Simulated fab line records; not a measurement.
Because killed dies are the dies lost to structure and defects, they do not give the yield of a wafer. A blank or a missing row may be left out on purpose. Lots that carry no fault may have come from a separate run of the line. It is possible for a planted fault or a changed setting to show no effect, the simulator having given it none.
fab line records :: flow sky130 :: part 2 of 2: steps 26 to 36 of 36
record
  lots=5
  wafers=15
  last_day=50
route steps=708 shown METAL4@628 VIA4@639 METAL5@661
lots untouched by any fault: they come from a run of this same line in which no faults occurred
start_h: start of the lot's first displayed wafer, in hours after the record's first day :: wait_h: hours since the lot's step before :: " repeats the value in the row above :: L1.1+2: a row that stands for several wafers :: - either no value or no given start :: * or withheld: withheld :: < > ~ a bound
route shown NAME@n: names a module that has steps shown in the file, with the first one's number in the route :: usual: average and standard deviation across the fault-free wafers :: same: alike in all rows :: chamber/n: place in a boat :: sites: readings site by site :: _std_site: standard deviation across them :: _edge_site: outer sites' mean less inner sites' :: radius_mm: how far each site lies from the wafer's centre :: mask NAME#n: copy n :: behind: the last tool/chamber to shape the wafer :: hold: the reason the lot was held/the length of the hold in hours/how it ended :: device: which transistor (n, p or np) failed to switch :: end of line: tests run on the same wafers once the route is complete :: for a step that has no rows: nothing shown but its recipe :: killed: count of dies lost to structure and defects at first sort (not the wafer's yield) :: map: a wafer's dies, x killed, . not, _ none there
set.NAME: the setting the step ran with; set.NAME@STEP: the setting that earlier step ran with :: model.NAME: the simulator's own value behind a step, which no gauge read
lots seen at some steps along the route; tables by step, rows by wafer
services: a tool's chamber out of use, with start hour (start_h, from the record's first day; less than 0 if before it), hours out, and reason
## steps
# step SKY_VIA4_STRIP_14
# recipe
  chemistry=post_etch_residue_remover
  time_s=1200
  temp_c=72.5
# usual
  bath_guard_temp_C=72.3/0.39
lot.wafer: L077.1
tool: wet_bench-02
chamber: 0
start_h: 1041.23
wait_h: 0.1
bath_guard_temp_C: 72.5

lot.wafer: L077.2
tool: wet_bench-02
chamber: 0
start_h: 1041.23
wait_h: 0.1
bath_guard_temp_C: 71.8

lot.wafer: L077.3
tool: wet_bench-02
chamber: 0
start_h: 1041.23
wait_h: 0.1
bath_guard_temp_C: 72.3

lot.wafer: L079.2
tool: wet_bench-03
chamber: 1
start_h: 1045.15
wait_h: 0.1
bath_guard_temp_C: 73.5

lot.wafer: L079.3
tool: wet_bench-03
chamber: 1
start_h: 1045.15
wait_h: 0.1
bath_guard_temp_C: 73.2

lot.wafer: L079.4
tool: wet_bench-03
chamber: 1
start_h: 1045.15
wait_h: 0.1
bath_guard_temp_C: 72.9

lot.wafer: L080.2
tool: wet_bench-02
chamber: 1
start_h: 1049.38
wait_h: 0.1
bath_guard_temp_C: 71.9

lot.wafer: L080.3
tool: wet_bench-02
chamber: 1
start_h: 1049.38
wait_h: 0.1
bath_guard_temp_C: 72.3

lot.wafer: L080.4
tool: wet_bench-02
chamber: 1
start_h: 1049.38
wait_h: 0.1
bath_guard_temp_C: 72.0

lot.wafer: L092.1
tool: wet_bench-02
chamber: 1
start_h: 1122.99
wait_h: 0.1
bath_guard_temp_C: 72.3

lot.wafer: L092.3
tool: wet_bench-02
chamber: 1
start_h: 1122.99
wait_h: 0.1
bath_guard_temp_C: 72.2

lot.wafer: L092.4
tool: wet_bench-02
chamber: 1
start_h: 1122.99
wait_h: 0.1
bath_guard_temp_C: 72.3

lot.wafer: L097.1
tool: wet_bench-02
chamber: 2
start_h: 1147.64
wait_h: 0.1
bath_guard_temp_C: 72.2

lot.wafer: L097.2
tool: wet_bench-02
chamber: 2
start_h: 1147.64
wait_h: 0.1
bath_guard_temp_C: 71.8

lot.wafer: L097.6
tool: wet_bench-02
chamber: 2
start_h: 1147.64
wait_h: 0.1
bath_guard_temp_C: 71.8
# step SKY_VIA4_CLEAN_15
# recipe
  chemistry=IPA
  time_s=180
  temp_c=25
lot.wafer: L077.1+2+3
tool: wet_bench-03
chamber: 1
start_h: 1041.57
wait_h: 0.0

lot.wafer: L079.2+3+4
tool: wet_bench-01
chamber: 1
start_h: 1045.53
wait_h: 0.0

lot.wafer: L080.2+3+4
tool: wet_bench-01
chamber: 2
start_h: 1049.72
wait_h: 0.0

lot.wafer: L092.1+3+4
tool: wet_bench-01
chamber: 3
start_h: 1123.33
wait_h: 0.0

lot.wafer: L097.1+2+6
tool: wet_bench-03
chamber: 0
start_h: 1148.01
wait_h: 0.0
# step SKY_VIA4_CLEAN_16
# recipe
  chemistry=O3/DIW
  dry=n2_spin
lot.wafer: L077.1+2+3
tool: wet_bench-02
chamber: 3
start_h: 1041.63
wait_h: 0.0

lot.wafer: L079.2+3+4
tool: wet_bench-03
chamber: 2
start_h: 1045.58
wait_h: 0.0

lot.wafer: L080.2+3+4
tool: wet_bench-03
chamber: 1
start_h: 1049.78
wait_h: 0.0

lot.wafer: L092.1+3+4
tool: wet_bench-03
chamber: 0
start_h: 1123.39
wait_h: 0.0

lot.wafer: L097.1+2+6
tool: wet_bench-03
chamber: 3
start_h: 1148.07
wait_h: 0.0
# step SKY_VIA4_SPUTTER_17
# recipe
  material=TiN
  target_thk_nm=20
  chamber_pressure_pa=5
  power_w=4000
  time_s=80
# usual
  throttle_valve_pct=29.9/1.2
lot.wafer: L077.1
tool: pvd_sputter-02
chamber: -
start_h: 1041.72
wait_h: 0.0
throttle_valve_pct: 30.1

lot.wafer: L077.2
tool: pvd_sputter-02
chamber: -
start_h: 1041.72
wait_h: 0.0
throttle_valve_pct: 28.9

lot.wafer: L077.3
tool: pvd_sputter-02
chamber: -
start_h: 1041.72
wait_h: 0.0
throttle_valve_pct: 30.9

lot.wafer: L079.2
tool: pvd_sputter-03
chamber: -
start_h: 1045.68
wait_h: 0.0
throttle_valve_pct: 27.9

lot.wafer: L079.3
tool: pvd_sputter-03
chamber: -
start_h: 1045.68
wait_h: 0.0
throttle_valve_pct: 29.8

lot.wafer: L079.4
tool: pvd_sputter-03
chamber: -
start_h: 1045.68
wait_h: 0.0
throttle_valve_pct: 30.1

lot.wafer: L080.2
tool: pvd_sputter-04
chamber: -
start_h: 1049.88
wait_h: 0.0
throttle_valve_pct: 29.7

lot.wafer: L080.3
tool: pvd_sputter-04
chamber: -
start_h: 1049.88
wait_h: 0.0
throttle_valve_pct: 32.6

lot.wafer: L080.4
tool: pvd_sputter-04
chamber: -
start_h: 1049.88
wait_h: 0.0
throttle_valve_pct: 29.1

lot.wafer: L092.1
tool: pvd_sputter-02
chamber: -
start_h: 1123.48
wait_h: 0.0
throttle_valve_pct: 29.9

lot.wafer: L092.3
tool: pvd_sputter-02
chamber: -
start_h: 1123.48
wait_h: 0.0
throttle_valve_pct: 31.2

lot.wafer: L092.4
tool: pvd_sputter-02
chamber: -
start_h: 1123.48
wait_h: 0.0
throttle_valve_pct: 28.8

lot.wafer: L097.1
tool: pvd_sputter-02
chamber: -
start_h: 1148.17
wait_h: 0.0
throttle_valve_pct: 28.5

lot.wafer: L097.2
tool: pvd_sputter-02
chamber: -
start_h: 1148.17
wait_h: 0.0
throttle_valve_pct: 30.1

lot.wafer: L097.6
tool: pvd_sputter-02
chamber: -
start_h: 1148.17
wait_h: 0.0
throttle_valve_pct: 31.1
# step SKY_VIA4_CVD_18
# recipe
  material=W
  target_thk_nm=505
  time_s=152.14
  temp_c=400
  pressure_torr=40
# usual
  heater_power_w=920/52
  susceptor_temp_C=400.04/0.21
lot.wafer: L077.1
tool: cvd_w-02
chamber: 1
start_h: 1041.78
wait_h: 0.0
heater_power_w: 946
since_wet_clean_h: 638
susceptor_temp_C: 400.03

lot.wafer: L077.2
tool: cvd_w-02
chamber: 0
start_h: 1041.78
wait_h: 0.0
heater_power_w: 902
since_wet_clean_h: 638
susceptor_temp_C: 400.14

lot.wafer: L077.3
tool: cvd_w-02
chamber: 0
start_h: 1041.78
wait_h: 0.0
heater_power_w: 878
since_wet_clean_h: -
susceptor_temp_C: 400.13

lot.wafer: L079.2
tool: cvd_w-01
chamber: 0
start_h: 1045.75
wait_h: 0.0
heater_power_w: 845
since_wet_clean_h: 128
susceptor_temp_C: 400.19

lot.wafer: L079.3
tool: cvd_w-01
chamber: 1
start_h: 1045.75
wait_h: 0.0
heater_power_w: 972
since_wet_clean_h: -
susceptor_temp_C: 399.82

lot.wafer: L079.4
tool: cvd_w-01
chamber: 0
start_h: 1045.75
wait_h: 0.0
heater_power_w: 847
since_wet_clean_h: -
susceptor_temp_C: 400.44

lot.wafer: L080.2
tool: cvd_w-01
chamber: 1
start_h: 1049.94
wait_h: 0.0
heater_power_w: 997
since_wet_clean_h: 132
susceptor_temp_C: 400.16

lot.wafer: L080.3
tool: cvd_w-01
chamber: 1
start_h: 1049.94
wait_h: 0.0
heater_power_w: 983
since_wet_clean_h: -
susceptor_temp_C: 400.40

lot.wafer: L080.4
tool: cvd_w-01
chamber: 0
start_h: 1049.94
wait_h: 0.0
heater_power_w: 823
since_wet_clean_h: -
susceptor_temp_C: 399.77

lot.wafer: L092.1
tool: cvd_w-01
chamber: 0
start_h: 1123.55
wait_h: 0.0
heater_power_w: 853
since_wet_clean_h: 206
susceptor_temp_C: 400.10

lot.wafer: L092.3
tool: cvd_w-01
chamber: 0
start_h: 1123.55
wait_h: 0.0
heater_power_w: 833
since_wet_clean_h: -
susceptor_temp_C: 400.05

lot.wafer: L092.4
tool: cvd_w-01
chamber: 1
start_h: 1123.55
wait_h: 0.0
heater_power_w: 970
since_wet_clean_h: -
susceptor_temp_C: 400.16

lot.wafer: L097.1
tool: cvd_w-02
chamber: 1
start_h: 1148.24
wait_h: 0.0
heater_power_w: 989
since_wet_clean_h: 744
susceptor_temp_C: 399.92

lot.wafer: L097.2
tool: cvd_w-02
chamber: 0
start_h: 1148.24
wait_h: 0.0
heater_power_w: 912
since_wet_clean_h: 744
susceptor_temp_C: 399.84

lot.wafer: L097.6
tool: cvd_w-02
chamber: 0
start_h: 1148.24
wait_h: 0.0
heater_power_w: 904
since_wet_clean_h: -
susceptor_temp_C: 399.91
# step SKY_VIA4_RS_MEAS_19
# recipe
  thk_meas_gauge=four-point-probe
  reads=W_of_VIA4_CVD_18+TiN_of_VIA4_SPUTTER_17
# usual
  VIA4_W_RS=0.2260/0.0025
lot.wafer: L077.1
tool: film_metro-03
chamber: -
start_h: 1041.94
wait_h: 0.1
VIA4_W_RS[ohm/sq]: 0.2258

lot.wafer: L077.2
tool: film_metro-03
chamber: -
start_h: 1041.94
wait_h: 0.1
VIA4_W_RS[ohm/sq]: 0.2320

lot.wafer: L077.3
tool: film_metro-03
chamber: -
start_h: 1041.94
wait_h: 0.1
VIA4_W_RS[ohm/sq]: 0.2262

lot.wafer: L079.2
tool: film_metro-02
chamber: -
start_h: 1045.92
wait_h: 0.1
VIA4_W_RS[ohm/sq]: 0.2216

lot.wafer: L079.3
tool: film_metro-02
chamber: -
start_h: 1045.92
wait_h: 0.1
VIA4_W_RS[ohm/sq]: 0.2275

lot.wafer: L079.4
tool: film_metro-02
chamber: -
start_h: 1045.92
wait_h: 0.1
VIA4_W_RS[ohm/sq]: 0.2226

lot.wafer: L080.2
tool: film_metro-02
chamber: -
start_h: 1050.11
wait_h: 0.1
VIA4_W_RS[ohm/sq]: 0.2285

lot.wafer: L080.3
tool: film_metro-02
chamber: -
start_h: 1050.11
wait_h: 0.1
VIA4_W_RS[ohm/sq]: 0.2269

lot.wafer: L080.4
tool: film_metro-02
chamber: -
start_h: 1050.11
wait_h: 0.1
VIA4_W_RS[ohm/sq]: 0.2240

lot.wafer: L092.1
tool: film_metro-02
chamber: -
start_h: 1123.70
wait_h: 0.1
VIA4_W_RS[ohm/sq]: 0.2217

lot.wafer: L092.3
tool: film_metro-02
chamber: -
start_h: 1123.70
wait_h: 0.1
VIA4_W_RS[ohm/sq]: 0.2222

lot.wafer: L092.4
tool: film_metro-02
chamber: -
start_h: 1123.70
wait_h: 0.1
VIA4_W_RS[ohm/sq]: 0.2283

lot.wafer: L097.1
tool: film_metro-03
chamber: -
start_h: 1148.39
wait_h: 0.1
VIA4_W_RS[ohm/sq]: 0.2255

lot.wafer: L097.2
tool: film_metro-03
chamber: -
start_h: 1148.39
wait_h: 0.1
VIA4_W_RS[ohm/sq]: 0.2286

lot.wafer: L097.6
tool: film_metro-03
chamber: -
start_h: 1148.39
wait_h: 0.1
VIA4_W_RS[ohm/sq]: 0.2278
# step SKY_VIA4_THK_MEAS_20
# recipe
  thk_meas_gauge=xrf
  reads=W_of_VIA4_CVD_18
# usual
  VIA4_W_THK=514/7.8
lot.wafer: L077.1
tool: film_metro-03
chamber: -
start_h: 1042.06
wait_h: 0.1
VIA4_W_THK[nm]: 509

lot.wafer: L077.2
tool: film_metro-03
chamber: -
start_h: 1042.06
wait_h: 0.1
VIA4_W_THK[nm]: 497

lot.wafer: L077.3
tool: film_metro-03
chamber: -
start_h: 1042.06
wait_h: 0.1
VIA4_W_THK[nm]: 507

lot.wafer: L079.2
tool: film_metro-02
chamber: -
start_h: 1046.03
wait_h: 0.1
VIA4_W_THK[nm]: 531

lot.wafer: L079.3
tool: film_metro-02
chamber: -
start_h: 1046.03
wait_h: 0.1
VIA4_W_THK[nm]: 517

lot.wafer: L079.4
tool: film_metro-02
chamber: -
start_h: 1046.03
wait_h: 0.1
VIA4_W_THK[nm]: 524

lot.wafer: L080.2
tool: film_metro-02
chamber: -
start_h: 1050.22
wait_h: 0.1
VIA4_W_THK[nm]: 513

lot.wafer: L080.3
tool: film_metro-02
chamber: -
start_h: 1050.22
wait_h: 0.1
VIA4_W_THK[nm]: 517

lot.wafer: L080.4
tool: film_metro-02
chamber: -
start_h: 1050.22
wait_h: 0.1
VIA4_W_THK[nm]: 525

lot.wafer: L092.1
tool: film_metro-02
chamber: -
start_h: 1123.82
wait_h: 0.1
VIA4_W_THK[nm]: 531

lot.wafer: L092.3
tool: film_metro-02
chamber: -
start_h: 1123.82
wait_h: 0.1
VIA4_W_THK[nm]: 530

lot.wafer: L092.4
tool: film_metro-02
chamber: -
start_h: 1123.82
wait_h: 0.1
VIA4_W_THK[nm]: 514

lot.wafer: L097.1
tool: film_metro-03
chamber: -
start_h: 1148.51
wait_h: 0.1
VIA4_W_THK[nm]: 511

lot.wafer: L097.2
tool: film_metro-03
chamber: -
start_h: 1148.51
wait_h: 0.1
VIA4_W_THK[nm]: 504

lot.wafer: L097.6
tool: film_metro-03
chamber: -
start_h: 1148.51
wait_h: 0.1
VIA4_W_THK[nm]: 505
# step SKY_VIA4_CMP_21
# recipe
  stop_on=SiO2
  t_overpolish_s=25
  down_force_psi=3.5
  platen_rpm=60
  target_thk_nm=0
  pad_velocity_m_s=0.94248
# usual
  motor_current_A=11.4/0.87
  overpolish_run_s=24.999/0.0087
  time_to_endpoint_s=124/3.7
lot.wafer: L077.1
tool: cmp-02
chamber: 2
start_h: 1042.17
wait_h: 0.1
motor_current_A: 12.8
overpolish_run_s: 24.992
time_to_endpoint_s: 123

lot.wafer: L077.2
tool: cmp-02
chamber: 3
start_h: 1042.17
wait_h: 0.1
motor_current_A: 12.7
overpolish_run_s: 25.005
time_to_endpoint_s: 124

lot.wafer: L077.3
tool: cmp-02
chamber: 0
start_h: 1042.17
wait_h: 0.1
motor_current_A: 10.7
overpolish_run_s: 25.004
time_to_endpoint_s: 123

lot.wafer: L079.4
tool: cmp-02
chamber: 3
start_h: 1046.16
wait_h: 0.1
motor_current_A: 12.6
overpolish_run_s: 24.980
time_to_endpoint_s: 128

lot.wafer: L079.3
tool: cmp-02
chamber: 1
start_h: 1046.16
wait_h: 0.1
motor_current_A: 11.2
overpolish_run_s: 25.000
time_to_endpoint_s: 125

lot.wafer: L079.2
tool: cmp-02
chamber: 2
start_h: 1046.16
wait_h: 0.1
motor_current_A: 11.5
overpolish_run_s: 24.994
time_to_endpoint_s: 126

lot.wafer: L080.3
tool: cmp-02
chamber: 2
start_h: 1050.27
wait_h: 0.0
motor_current_A: 11.9
overpolish_run_s: 25.002
time_to_endpoint_s: 123

lot.wafer: L080.4
tool: cmp-02
chamber: 3
start_h: 1050.27
wait_h: 0.0
motor_current_A: 12.4
overpolish_run_s: 25.000
time_to_endpoint_s: 131

lot.wafer: L080.2
tool: cmp-02
chamber: 1
start_h: 1050.27
wait_h: 0.0
motor_current_A: 10.5
overpolish_run_s: 24.997
time_to_endpoint_s: 126

lot.wafer: L092.4
tool: cmp-02
chamber: 1
start_h: 1123.93
wait_h: 0.1
motor_current_A: 10.5
overpolish_run_s: 25.001
time_to_endpoint_s: 124

lot.wafer: L092.1
tool: cmp-02
chamber: 2
start_h: 1123.93
wait_h: 0.1
motor_current_A: 12.9
overpolish_run_s: 24.996
time_to_endpoint_s: 124

lot.wafer: L092.3
tool: cmp-02
chamber: 3
start_h: 1123.93
wait_h: 0.1
motor_current_A: 12.9
overpolish_run_s: 25.006
time_to_endpoint_s: 129

lot.wafer: L097.1
tool: cmp-02
chamber: 3
start_h: 1148.57
wait_h: 0.1
motor_current_A: 12.6
overpolish_run_s: 25.001
time_to_endpoint_s: 127

lot.wafer: L097.2
tool: cmp-02
chamber: 1
start_h: 1148.57
wait_h: 0.1
motor_current_A: 10.8
overpolish_run_s: 24.996
time_to_endpoint_s: 124

lot.wafer: L097.6
tool: cmp-02
chamber: 3
start_h: 1148.57
wait_h: 0.1
motor_current_A: 12.3
overpolish_run_s: 24.994
time_to_endpoint_s: 126
# step SKY_METAL5_SPUTTER_00
# recipe
  material=Ti
  target_thk_nm=15
  power_w=3000
  time_s=10
  chamber_pressure_pa=0.4
# usual
  throttle_valve_pct=30.0/1.3
lot.wafer: L077.1
tool: pvd_sputter-04
chamber: -
start_h: 1042.42
wait_h: 0.2
throttle_valve_pct: 30.4

lot.wafer: L077.2
tool: pvd_sputter-04
chamber: -
start_h: 1042.42
wait_h: 0.2
throttle_valve_pct: 32.2

lot.wafer: L077.3
tool: pvd_sputter-04
chamber: -
start_h: 1042.42
wait_h: 0.2
throttle_valve_pct: 29.7

lot.wafer: L079.2
tool: pvd_sputter-03
chamber: -
start_h: 1046.46
wait_h: 0.1
throttle_valve_pct: 29.7

lot.wafer: L079.3
tool: pvd_sputter-03
chamber: -
start_h: 1046.46
wait_h: 0.1
throttle_valve_pct: 27.6

lot.wafer: L079.4
tool: pvd_sputter-03
chamber: -
start_h: 1046.46
wait_h: 0.1
throttle_valve_pct: 30.1

lot.wafer: L080.2
tool: pvd_sputter-04
chamber: -
start_h: 1050.57
wait_h: 0.1
throttle_valve_pct: 29.8

lot.wafer: L080.3
tool: pvd_sputter-04
chamber: -
start_h: 1050.57
wait_h: 0.1
throttle_valve_pct: 30.3

lot.wafer: L080.4
tool: pvd_sputter-04
chamber: -
start_h: 1050.57
wait_h: 0.1
throttle_valve_pct: 29.2

lot.wafer: L092.1
tool: pvd_sputter-03
chamber: -
start_h: 1124.18
wait_h: 0.1
throttle_valve_pct: 30.2

lot.wafer: L092.3
tool: pvd_sputter-03
chamber: -
start_h: 1124.18
wait_h: 0.1
throttle_valve_pct: 27.6

lot.wafer: L092.4
tool: pvd_sputter-03
chamber: -
start_h: 1124.18
wait_h: 0.1
throttle_valve_pct: 29.9

lot.wafer: L097.1
tool: pvd_sputter-04
chamber: -
start_h: 1148.87
wait_h: 0.2
throttle_valve_pct: 29.7

lot.wafer: L097.2
tool: pvd_sputter-04
chamber: -
start_h: 1148.87
wait_h: 0.2
throttle_valve_pct: 30.2

lot.wafer: L097.6
tool: pvd_sputter-04
chamber: -
start_h: 1148.87
wait_h: 0.2
throttle_valve_pct: 32.7
# step SKY_METAL5_SPUTTER_01
# recipe
  material=TiN
  target_thk_nm=20
  power_w=6500
  time_s=16.7
  chamber_pressure_pa=0.4
# usual
  throttle_valve_pct=30.0/1.3
lot.wafer: L077.1
tool: pvd_sputter-04
chamber: -
start_h: 1042.44
wait_h: 0.0
throttle_valve_pct: 30.7

lot.wafer: L077.2
tool: pvd_sputter-04
chamber: -
start_h: 1042.44
wait_h: 0.0
throttle_valve_pct: 32.5

lot.wafer: L077.3
tool: pvd_sputter-04
chamber: -
start_h: 1042.44
wait_h: 0.0
throttle_valve_pct: 29.7

lot.wafer: L079.2
tool: pvd_sputter-03
chamber: -
start_h: 1046.48
wait_h: 0.0
throttle_valve_pct: 29.9

lot.wafer: L079.3
tool: pvd_sputter-03
chamber: -
start_h: 1046.48
wait_h: 0.0
throttle_valve_pct: 27.9

lot.wafer: L079.4
tool: pvd_sputter-03
chamber: -
start_h: 1046.48
wait_h: 0.0
throttle_valve_pct: 30.1

lot.wafer: L080.2
tool: pvd_sputter-04
chamber: -
start_h: 1050.59
wait_h: 0.0
throttle_valve_pct: 29.6

lot.wafer: L080.3
tool: pvd_sputter-04
chamber: -
start_h: 1050.59
wait_h: 0.0
throttle_valve_pct: 30.3

lot.wafer: L080.4
tool: pvd_sputter-04
chamber: -
start_h: 1050.59
wait_h: 0.0
throttle_valve_pct: 29.3

lot.wafer: L092.1
tool: pvd_sputter-03
chamber: -
start_h: 1124.20
wait_h: 0.0
throttle_valve_pct: 30.2

lot.wafer: L092.3
tool: pvd_sputter-03
chamber: -
start_h: 1124.20
wait_h: 0.0
throttle_valve_pct: 27.8

lot.wafer: L092.4
tool: pvd_sputter-03
chamber: -
start_h: 1124.20
wait_h: 0.0
throttle_valve_pct: 29.9

lot.wafer: L097.1
tool: pvd_sputter-04
chamber: -
start_h: 1148.89
wait_h: 0.0
throttle_valve_pct: 29.6

lot.wafer: L097.2
tool: pvd_sputter-04
chamber: -
start_h: 1148.89
wait_h: 0.0
throttle_valve_pct: 30.3

lot.wafer: L097.6
tool: pvd_sputter-04
chamber: -
start_h: 1148.89
wait_h: 0.0
throttle_valve_pct: 32.5
# step SKY_METAL5_SPUTTER_02
# recipe
  material=AlCu
  target_thk_nm=1150
  power_w=10600
  time_s=61.2
  chamber_pressure_pa=0.4
# usual
  throttle_valve_pct=30.0/1.3
lot.wafer: L077.1
tool: pvd_sputter-04
chamber: -
start_h: 1042.46
wait_h: 0.0
throttle_valve_pct: 30.5

lot.wafer: L077.2
tool: pvd_sputter-04
chamber: -
start_h: 1042.46
wait_h: 0.0
throttle_valve_pct: 32.4

lot.wafer: L077.3
tool: pvd_sputter-04
chamber: -
start_h: 1042.46
wait_h: 0.0
throttle_valve_pct: 29.8

lot.wafer: L079.2
tool: pvd_sputter-03
chamber: -
start_h: 1046.51
wait_h: 0.0
throttle_valve_pct: 29.9

lot.wafer: L079.3
tool: pvd_sputter-03
chamber: -
start_h: 1046.51
wait_h: 0.0
throttle_valve_pct: 27.8

lot.wafer: L079.4
tool: pvd_sputter-03
chamber: -
start_h: 1046.51
wait_h: 0.0
throttle_valve_pct: 30.3

lot.wafer: L080.2
tool: pvd_sputter-04
chamber: -
start_h: 1050.62
wait_h: 0.0
throttle_valve_pct: 29.5

lot.wafer: L080.3
tool: pvd_sputter-04
chamber: -
start_h: 1050.62
wait_h: 0.0
throttle_valve_pct: 30.4

lot.wafer: L080.4
tool: pvd_sputter-04
chamber: -
start_h: 1050.62
wait_h: 0.0
throttle_valve_pct: 28.8

lot.wafer: L092.1
tool: pvd_sputter-03
chamber: -
start_h: 1124.23
wait_h: 0.0
throttle_valve_pct: 30.0

lot.wafer: L092.3
tool: pvd_sputter-03
chamber: -
start_h: 1124.23
wait_h: 0.0
throttle_valve_pct: 27.6

lot.wafer: L092.4
tool: pvd_sputter-03
chamber: -
start_h: 1124.23
wait_h: 0.0
throttle_valve_pct: 29.8

lot.wafer: L097.1
tool: pvd_sputter-04
chamber: -
start_h: 1148.92
wait_h: 0.0
throttle_valve_pct: 29.7

lot.wafer: L097.2
tool: pvd_sputter-04
chamber: -
start_h: 1148.92
wait_h: 0.0
throttle_valve_pct: 30.6

lot.wafer: L097.6
tool: pvd_sputter-04
chamber: -
start_h: 1148.92
wait_h: 0.0
throttle_valve_pct: 32.8
## services
tool: rie_diel-04
chamber: 3
start_h: 991.62
hours: 8.3
kind: repair

tool: rie_diel-01
chamber: 0
start_h: 1008.23
hours: 3.6
kind: repair

tool: pvd_sputter-02
chamber: -
start_h: 1011.14
hours: 3.4
kind: repair

tool: plasma_asher-03
chamber: -
start_h: 1012.01
hours: 1.4
kind: repair

tool: cmp-01
chamber: -
start_h: 1019.73
hours: 1.0
kind: repair

tool: rie_metal-01
chamber: 0
start_h: 1026.30
hours: 2.9
kind: repair

tool: rie_metal-01
chamber: -
start_h: 1027.39
hours: 1.9
kind: repair

tool: cmp-01
chamber: -
start_h: 1029.96
hours: 1.0
kind: repair

tool: cmp-02
chamber: -
start_h: 1032.68
hours: 4.8
kind: repair

tool: plasma_asher-03
chamber: -
start_h: 1034.58
hours: 5.4
kind: repair

tool: hdpcvd-02
chamber: -
start_h: 1037.69
hours: 1.7
kind: repair

tool: cmp-01
chamber: -
start_h: 1048.72
hours: 6.0
kind: pm

tool: rie_diel-04
chamber: -
start_h: 1050.56
hours: 28.1
kind: pm

tool: plasma_asher-02
chamber: -
start_h: 1055.25
hours: 9.0
kind: pm

tool: cmp-01
chamber: -
start_h: 1059.60
hours: 0.3
kind: repair

tool: cvd_w-01
chamber: -
start_h: 1068.46
hours: 14.6
kind: pm

tool: cmp-02
chamber: -
start_h: 1072.71
hours: 2.6
kind: repair

tool: cmp-01
chamber: -
start_h: 1083.59
hours: 0.2
kind: repair

tool: cmp-02
chamber: -
start_h: 1084.20
hours: 4.0
kind: pm

tool: rie_metal-03
chamber: 0
start_h: 1101.40
hours: 2.6
kind: repair

tool: hdpcvd-02
chamber: -
start_h: 1106.09
hours: 2.8
kind: pm

tool: pvd_sputter-04
chamber: -
start_h: 1122.24
hours: 18.3
kind: repair

tool: cmp-02
chamber: -
start_h: 1125.23
hours: 2.0
kind: repair

tool: rie_metal-02
chamber: -
start_h: 1137.64
hours: 2.8
kind: pm
